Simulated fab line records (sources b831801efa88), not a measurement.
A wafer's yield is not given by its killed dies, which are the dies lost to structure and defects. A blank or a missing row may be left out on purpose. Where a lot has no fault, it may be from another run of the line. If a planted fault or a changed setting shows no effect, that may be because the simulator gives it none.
Which tool was responsible?    flow sky130    15 lots, 45 wafers sampled, at 2 steps of a route of 708

== WHAT EACH GAUGE READ, for each wafer ==
SKY_SD_P_TW_MEAS_11.
lot   measured      on            SD_P_TW
L589  day 25 19:20  filmMetro-01  2802 2831 2807
L590  day 26 07:46  filmMetro-01  2778 2800 2780
L591  day 26 18:34  filmMetro-03  2812 2811 2811
L595  day 27 22:30  filmMetro-03  2797 2816 2810
L597  day 28 14:06  filmMetro-03  2808 2827 2810
L602  day 30 11:05  filmMetro-04  2805 2809 2799
L603  day 30 21:59  filmMetro-03  2828 2826 2819
L604  day 31 02:11  filmMetro-04  2800 2827 2808
L606  day 31 20:14  filmMetro-04  2799 2829 2810
L607  day 31 21:46  filmMetro-01  2808 2788 2814
L609  day 32 13:22  filmMetro-03  2819 2822 2830
L611  day 33 17:53  filmMetro-01  2801 2827 2820

== WHAT TOOL EACH LOT RAN ON (gives the tool, then ch and the chambers of the sampled wafers, and finally the start) ==
lot   SKY_POLY_GATE_DEVELOP_12
L589  lithoTrack-02 ch 0, day 16 15:00
L590  lithoTrack-03 ch 0, day 17 04:00
L591  lithoTrack-02 ch 0, day 17 06:00
L595  lithoTrack-03 ch 0, day 18 22:00
L597  lithoTrack-02 ch 0, day 19 14:00
L599  lithoTrack-03, day 20 13:00
L600  lithoTrack-01, day 20 23:00
L601  lithoTrack-03, day 21 05:00
L602  lithoTrack-02 ch 0, day 21 16:00
L603  lithoTrack-03 ch 0, day 22 04:00
L604  lithoTrack-02 ch 0, day 22 08:00
L606  lithoTrack-01 ch 0, day 23 04:00
L607  lithoTrack-01 ch 0, day 23 06:00
L609  lithoTrack-01 ch 0, day 24 01:00
L611  lithoTrack-01 ch 0, day 25 06:00
- SKY_POLY_GATE_DEVELOP_12: develop time 60 s.

== AS READ BY THE TOOLS THEMSELVES (means over the sampled wafers that have a number; for cases with no such wafer, the mark the record gives instead) ==
SKY_POLY_GATE_DEVELOP_12.
lot   tool           chillPlateTempC (C)
L589  lithoTrack-02  22.90
L590  lithoTrack-03  22.94
L591  lithoTrack-02  22.92
L595  lithoTrack-03  23.02
L597  lithoTrack-02  22.92
L599  lithoTrack-03  -
L600  lithoTrack-01  -
L601  lithoTrack-03  -
L602  lithoTrack-02  23.02
L603  lithoTrack-03  22.94
L604  lithoTrack-02  23.00
L606  lithoTrack-01  22.99
L607  lithoTrack-01  22.93
L609  lithoTrack-01  22.94
L611  lithoTrack-01  23.11

== THE ANSWER, worked out from the rows above alone ==
Rule: what is usual is taken from the lots themselves. Put in order of their means at a reading, lots are off if they are a third of the lots or fewer, leave a main group of 4 or more, and stand apart from it by a gap of 3 or more times the standard deviation of the main group's means; of several such gaps the widest counts. Not used: any main group whose means are identical at the precision the tables above print for the reading. Also off: a lot with no number at a reading for which 4 or more lots have one. Where the step has rows for the other lots, those lots are counted as sound. Order of review: gauges by route order, followed by the tools' own readings, for which a lot's mean as printed above is used. At the first step where some lot is off, the reading lying furthest off is the one used; lots without a number count as furthest.
Off: L599, L600, L601, at SKY_POLY_GATE_DEVELOP_12 (chillPlateTempC). Without a number there: L599, L600, L601. The main group: mean 22.97 C, standard deviation 0.058.
If a tool, at that step or one of the process steps before it, ran each lot that is off and ran no sound lot following the first of them, it fits. No candidate that was tried fits.

== WHAT THE SIMULATOR HAD INSERTED ==
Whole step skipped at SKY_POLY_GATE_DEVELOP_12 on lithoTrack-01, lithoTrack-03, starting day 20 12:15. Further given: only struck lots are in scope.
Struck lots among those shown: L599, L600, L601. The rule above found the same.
